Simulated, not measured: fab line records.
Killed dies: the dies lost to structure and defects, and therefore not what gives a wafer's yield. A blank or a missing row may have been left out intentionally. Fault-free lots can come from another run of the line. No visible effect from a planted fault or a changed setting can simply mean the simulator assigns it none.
fab line records	flow gf180mcu
record lots=13	wafers=39	lastDay=34
route steps=602 shown LVPWELL@63 VT_IMPLANT@100 V1@357
lots with no fault: from the same line, run without faults
startH: hours from the record's opening day to when the first of the lot's shown wafers began	waitH: hours since the lot's step before	" same as the row above	L1.1+2: one row covering several wafers at once	- value missing, or start not given	* or withheld: withheld	< > ~ a bound
route shown NAME@n: NAME is a module with steps in the file, n the number in the route of the first one	usual: mean/standard deviation taken from wafers without a fault	same: alike in all rows	chamber/n: place in a boat	sites: per-site readings	_std_site: standard deviation across them	_edge_site: inner sites' mean taken away from outer sites' mean	radiusMm: for every site, how far away it sits from the centre of the wafer	mask NAME#n: copy n	behind: the last tool/chamber to shape the wafer	hold: the reason the lot was held/the length of the hold in hours/how it ended	device: transistor that didn't switch, given as n, p or np	end of line: tests run on the same wafers once the route is complete	for a step that has no rows: nothing shown but its recipe	killed: at the first sort, the dies lost to defects and structure; wafer yield is something else	map: a wafer's dies, marking killed ones x, the rest . and places with no die _
set.NAME: the setting the step ran with; set.NAME@STEP: the setting that earlier step ran with	model.NAME: the simulator's own value behind a step, which no gauge read
one table for each step of the route and one row for each wafer, over a sample of lots
services: the hour from which a tool's chamber was out of use, counted from the record's first day as startH (under 0 if before that day), plus the number of hours and why
## steps
# step GF_LVPWELL_IMPLANT_09
# recipe species=B	energyKev=60	doseCm2=5e+12	tiltDeg=0
# usual doseIonsCm2=5e+12/5.4e+09	faradayCurrentUA=28.2/0.53
# same implantIonAmu=11
lot.wafer	tool	chamber	startH	waitH	doseIonsCm2	faradayCurrentUA
L151.2	implanter-02	0	71.56	0.1	5.001e+12	28.0
L151.3	"	0	"	"	5.005e+12	28.3
L151.4	"	0	"	"	5.002e+12	28.0
L152.3	implanter-04	0	76.63	0.1	5.006e+12	27.2
L152.5	"	0	"	"	5.002e+12	28.9
L152.6	"	0	"	"	5.001e+12	28.2
L153.2	implanter-01	0	82.74	0.1	4.997e+12	27.6
L153.4	"	0	"	"	4.99e+12	28.5
L153.5	"	0	"	"	5.001e+12	28.5
L156.2	implanter-02	0	97.51	0.1	5e+12	28.9
L156.3	"	0	"	"	5.003e+12	28.3
L156.5	"	0	"	"	5e+12	28.4
L159.1	implanter-02	0	113.43	0.1	5.07e+11	2.9
L159.2	"	0	"	"	4.94e+11	2.8
L159.6	"	0	"	"	5.06e+11	2.8
L160.2	implanter-02	0	119.96	0.1	5.07e+11	2.7
L160.5	"	0	"	"	4.98e+11	2.9
L160.6	"	0	"	"	5.11e+11	2.9
L162.1	implanter-04	0	131.07	0.1	4.982e+12	27.9
L162.2	"	0	"	"	4.998e+12	28.5
L162.6	"	0	"	"	4.997e+12	28.0
L168.2	implanter-04	0	163.06	0.1	5.014e+12	27.5
L168.3	"	0	"	"	5.008e+12	27.9
L168.5	"	0	"	"	4.999e+12	28.1
L169.1	implanter-01	0	169.83	0.1	4.997e+12	27.9
L169.4	"	0	"	"	5.004e+12	27.7
L169.5	"	0	"	"	5.003e+12	28.1
L170.1	implanter-04	0	175.83	0.1	5e+12	28.5
L170.3	"	0	"	"	5.002e+12	27.7
L170.5	"	0	"	"	4.998e+12	28.5
L171.1	implanter-04	0	182.72	0.1	5.003e+12	27.7
L171.3	"	0	"	"	5.001e+12	27.8
L171.5	"	0	"	"	5.003e+12	28.7
L173.1	implanter-01	0	192.51	0.1	4.997e+12	28.7
L173.3	"	0	"	"	5e+12	28.1
L173.6	"	0	"	"	4.995e+12	28.1
L174.1	implanter-01	0	198.32	0.1	4.997e+12	27.9
L174.2	"	0	"	"	4.99e+12	28.0
L174.4	"	0	"	"	4.992e+12	27.1
# step GF_LVPWELL_TW_MEAS_11
# usual LVPWELL_TW=557.1/2.8
lot.wafer	tool	chamber	startH	waitH	LVPWELL_TW
L151.2	filmMetro-01	-	71.79	0.1	559.4
L151.3	"	-	"	"	558.5
L151.4	"	-	"	"	557.9
L152.3	filmMetro-04	-	76.85	0.1	552.2
L152.5	"	-	"	"	558.1
L152.6	"	-	"	"	553.4
L153.2	filmMetro-04	-	82.97	0.1	553.4
L153.4	"	-	"	"	558.3
L153.5	"	-	"	"	552.0
L156.2	filmMetro-04	-	97.74	0.1	555.6
L156.3	"	-	"	"	558.1
L156.5	"	-	"	"	554.4
L159.1	filmMetro-04	-	113.68	0.1	523.4
L159.2	"	-	"	"	522.7
L159.6	"	-	"	"	518.3
L160.2	filmMetro-04	-	120.19	0.1	525.0
L160.5	"	-	"	"	524.1
L160.6	"	-	"	"	528.4
L162.1	filmMetro-04	-	131.32	0.1	559.1
L162.2	"	-	"	"	559.7
L162.6	"	-	"	"	558.0
L168.2	filmMetro-04	-	163.29	0.1	558.5
L168.3	"	-	"	"	560.9
L168.5	"	-	"	"	558.6
L169.1	filmMetro-03	-	170.08	0.1	561.8
L169.4	"	-	"	"	559.7
L169.5	"	-	"	"	560.5
L170.1	filmMetro-03	-	176.08	0.1	556.5
L170.3	"	-	"	"	559.7
L170.5	"	-	"	"	560.0
L171.1	filmMetro-04	-	182.97	0.1	559.2
L171.3	"	-	"	"	559.6
L171.5	"	-	"	"	557.2
L173.1	filmMetro-04	-	192.76	0.1	556.1
L173.3	"	-	"	"	554.8
L173.6	"	-	"	"	553.7
L174.1	filmMetro-01	-	198.62	0.1	557.1
L174.2	"	-	"	"	555.7
L174.4	"	-	"	"	557.4
# step GF_VT_IMPLANT_TW_MEAS_10
# usual VT_IMPLANT_TW=565/4.1
lot.wafer	tool	chamber	startH	waitH	VT_IMPLANT_TW
L151.2	filmMetro-02	-	114.07	0.1	576
L151.3	"	-	"	"	573
L151.4	"	-	"	"	572
L152.3	filmMetro-02	-	118.73	0.1	572
L152.5	"	-	"	"	572
L152.6	"	-	"	"	569
L153.2	filmMetro-04	-	126.18	0.1	563
L153.4	"	-	"	"	564
L153.5	"	-	"	"	562
L156.2	filmMetro-04	-	142.47	0.1	562
L156.3	"	-	"	"	564
L156.5	"	-	"	"	561
L159.1	filmMetro-02	-	160.51	0.1	570
L159.2	"	-	"	"	570
L159.6	"	-	"	"	569
L160.2	filmMetro-01	-	168.18	0.1	563
L160.5	"	-	"	"	560
L160.6	"	-	"	"	558
L162.1	filmMetro-02	-	179.17	0.1	566
L162.2	"	-	"	"	566
L162.6	"	-	"	"	565
L168.2	filmMetro-02	-	214.58	0.1	567
L168.3	"	-	"	"	561
L168.5	"	-	"	"	566
L169.1	filmMetro-04	-	221.92	0.1	558
L169.4	"	-	"	"	561
L169.5	"	-	"	"	559
L170.1	filmMetro-02	-	227.62	0.1	571
L170.3	"	-	"	"	572
L170.5	"	-	"	"	569
L171.1	filmMetro-04	-	235.07	0.1	560
L171.3	"	-	"	"	561
L171.5	"	-	"	"	561
L173.1	filmMetro-04	-	247.06	0.1	560
L173.3	"	-	"	"	561
L173.6	"	-	"	"	564
L174.1	filmMetro-04	-	253.12	0.1	562
L174.2	"	-	"	"	563
L174.4	"	-	"	"	562
# step GF_VT_IMPLANT_RS_MEAS_48
# recipe thkMeasGauge=four-point-probe
# usual LVPWELL_RS=1197.6/3
lot.wafer	tool	chamber	startH	waitH	LVPWELL_RS[ohm/sq]
L151.2	filmMetro-04	-	160.59	0.1	1199.7
L151.3	"	-	"	"	1198.4
L151.4	"	-	"	"	1197.4
L152.3	filmMetro-03	-	165.81	0.1	1195.9
L152.5	"	-	"	"	1197.0
L152.6	"	-	"	"	1194.8
L153.2	filmMetro-03	-	172.59	0.1	1193.4
L153.4	"	-	"	"	1197.6
L153.5	"	-	"	"	1195.4
L156.2	filmMetro-04	-	190.63	0.1	1198.4
L156.3	"	-	"	"	1197.8
L156.5	"	-	"	"	1199.9
L159.1	filmMetro-01	-	210.76	0.1	1492.7
L159.2	"	-	"	"	1501.1
L159.6	"	-	"	"	1499.9
L160.2	filmMetro-01	-	218.63	0.1	1488.7
L160.5	"	-	"	"	1489.3
L160.6	"	-	"	"	1491.9
L162.1	filmMetro-04	-	230.97	0.1	1201.5
L162.2	"	-	"	"	1203.1
L162.6	"	-	"	"	1198.6
L168.2	filmMetro-01	-	270.88	0.1	1198.9
L168.3	"	-	"	"	1196.9
L168.5	"	-	"	"	1197.0
L169.1	filmMetro-03	-	279.57	0.1	1200.6
L169.4	"	-	"	"	1196.4
L169.5	"	-	"	"	1195.4
L170.1	filmMetro-04	-	285.11	0.1	1195.6
L170.3	"	-	"	"	1198.0
L170.5	"	-	"	"	1198.1
L171.1	filmMetro-01	-	293.47	0.1	1199.8
L171.3	"	-	"	"	1199.8
L171.5	"	-	"	"	1200.8
L173.1	filmMetro-01	-	305.48	0.1	1196.6
L173.3	"	-	"	"	1199.0
L173.6	"	-	"	"	1199.1
L174.1	filmMetro-03	-	313.76	0.1	1195.0
L174.2	"	-	"	"	1196.6
L174.4	"	-	"	"	1198.6
# step GF_V1_SPUTTER_22
# recipe material=TiN	targetThkNm=10	chamberPressurePa=5	powerW=4000	timeS=40
# usual throttleValvePct=30.6/0.81
lot.wafer	tool	chamber	startH	waitH	throttleValvePct
L151.2	pvdSputter-03	-	415.51	0.0	31.4
L151.3	"	-	"	"	30.5
L151.4	"	-	"	"	30.4
L152.3	pvdSputter-03	-	424.16	0.0	30.5
L152.5	"	-	"	"	30.8
L152.6	"	-	"	"	30.1
L153.2	pvdSputter-01	-	433.96	0.0	30.6
L153.4	"	-	"	"	31.2
L153.5	"	-	"	"	30.5
L156.2	pvdSputter-03	-	463.71	0.0	31.6
L156.3	"	-	"	"	30.3
L156.5	"	-	"	"	30.2
L159.1	pvdSputter-03	-	487.36	0.0	29.9
L159.2	"	-	"	"	30.3
L159.6	"	-	"	"	31.3
L160.2	pvdSputter-02	-	498.28	0.0	30.7
L160.5	"	-	"	"	31.9
L160.6	"	-	"	"	29.0
L162.1	pvdSputter-03	-	520.05	0.0	31.6
L162.2	"	-	"	"	30.0
L162.6	"	-	"	"	30.7
L168.2	pvdSputter-02	-	562.92	0.0	31.1
L168.3	"	-	"	"	32.0
L168.5	"	-	"	"	30.8
L169.1	pvdSputter-01	-	574.15	0.0	29.3
L169.4	"	-	"	"	30.5
L169.5	"	-	"	"	31.1
L170.1	pvdSputter-03	-	575.60	0.0	30.9
L170.3	"	-	"	"	31.4
L170.5	"	-	"	"	30.7
L171.1	pvdSputter-03	-	585.04	0.0	30.1
L171.3	"	-	"	"	30.8
L171.5	"	-	"	"	30.4
L173.1	pvdSputter-01	-	595.79	0.0	30.9
L173.3	"	-	"	"	30.6
L173.6	"	-	"	"	30.8
L174.1	pvdSputter-02	-	605.86	0.0	31.5
L174.2	"	-	"	"	28.9
L174.4	"	-	"	"	30.8
# step GF_V1_RS_MEAS_24
# recipe thkMeasGauge=four-point-probe	reads=W_of_V1_CVD_23+TiN_of_V1_SPUTTER_22+Ti_of_V1_SPUTTER_21
# usual V1_W_RS=0.329/0.0045
lot.wafer	tool	chamber	startH	waitH	V1_W_RS[ohm/sq]
L151.2	filmMetro-01	-	415.68	0.1	0.324
L151.3	"	-	"	"	0.333
L151.4	"	-	"	"	0.325
L152.3	filmMetro-03	-	424.35	0.1	0.327
L152.5	"	-	"	"	0.332
L152.6	"	-	"	"	0.321
L153.2	filmMetro-03	-	434.13	0.1	0.332
L153.4	"	-	"	"	0.336
L153.5	"	-	"	"	0.325
L156.2	filmMetro-01	-	463.88	0.1	0.325
L156.3	"	-	"	"	0.327
L156.5	"	-	"	"	0.330
L159.1	filmMetro-01	-	487.51	0.1	0.328
L159.2	"	-	"	"	0.332
L159.6	"	-	"	"	0.330
L160.2	filmMetro-01	-	498.45	0.1	0.327
L160.5	"	-	"	"	0.331
L160.6	"	-	"	"	0.333
L162.1	filmMetro-02	-	520.21	0.1	0.333
L162.2	"	-	"	"	0.333
L162.6	"	-	"	"	0.326
L168.2	filmMetro-02	-	563.09	0.1	0.334
L168.3	"	-	"	"	0.339
L168.5	"	-	"	"	0.339
L169.1	filmMetro-02	-	574.30	0.1	0.337
L169.4	"	-	"	"	0.331
L169.5	"	-	"	"	0.332
L170.1	filmMetro-03	-	575.76	0.1	0.333
L170.3	"	-	"	"	0.325
L170.5	"	-	"	"	0.328
L171.1	filmMetro-03	-	585.19	0.1	0.332
L171.3	"	-	"	"	0.331
L171.5	"	-	"	"	0.335
L173.1	filmMetro-02	-	595.94	0.1	0.327
L173.3	"	-	"	"	0.327
L173.6	"	-	"	"	0.330
L174.1	filmMetro-02	-	606.01	0.1	0.334
L174.2	"	-	"	"	0.325
L174.4	"	-	"	"	0.325
## services
tool	chamber	startH	hours	kind
implanter-01	-	49.07	3.5	repair
implanter-01	-	60.97	1.1	repair
implanter-02	-	62.41	8.2	repair
implanter-04	-	62.74	2.9	repair
implanter-04	-	62.78	3.3	repair
implanter-04	-	77.13	5.5	pm
implanter-02	-	81.05	3.7	pm
pvdSputter-03	-	81.12	13.1	repair
implanter-02	-	85.93	1.9	repair
implanter-04	-	86.88	3.5	pm
implanter-02	-	95.17	0.8	repair
implanter-04	-	140.46	3.0	repair
pvdSputter-03	-	173.96	4.1	repair
implanter-04	-	190.11	5.4	repair
implanter-04	-	343.07	5.1	repair
implanter-04	-	364.46	31.1	pm
pvdSputter-03	-	396.68	3.9	repair
implanter-04	-	410.25	0.9	repair
implanter-04	-	488.31	2.3	repair
pvdSputter-03	-	512.91	1.0	repair
pvdSputter-03	-	526.40	10.5	repair
pvdSputter-03	-	528.27	0.8	repair
implanter-04	-	531.87	2.6	repair
implanter-04	-	566.13	4.0	pm
## key
firstSign step=GF_LVPWELL_IMPLANT_09	reading=doseIonsCm2	direction=down	sigmas=99+	usual=5e+12	struck=5.04e+11
effect step=GF_LVPWELL_IMPLANT_09	reading=faradayCurrentUA	direction=down	sigmas=48	usual=28.2	struck=2.8
effect step=GF_LVPWELL_TW_MEAS_11	reading=LVPWELL_TW	direction=down	sigmas=12	usual=557.1	struck=523.6
effect step=GF_VT_IMPLANT_RS_MEAS_48	reading=LVPWELL_RS	direction=up	sigmas=99+	usual=1197.6	struck=1493.9
metAt GF_LVPWELL_IMPLANT_09
struckLots L159,L160
testerLeftOut L159,L160
notActingAt GF_VT_IMPLANT_TW_MEAS_10,GF_V1_SPUTTER_22,GF_V1_RS_MEAS_24
onsetBetween 97.51 113.43
fault kind=processParameterDrift	tool=implanter-02	chamber=-	onsetH=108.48	steps=GF_LVPWELL_IMPLANT_09	channel=doseCm2	offset=-4.5e+12	shape=step	endH=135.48	actsIn=theseRecipesOnly	stated=5e+12
# testerLeftOut: of these lots the tester's yield and bins aren't shown, on N5 and GAA mostly nor the transistor test; their killed dies are dies lost to structure and defects alone, not to doping, threshold or leakage, so they don't give the yield
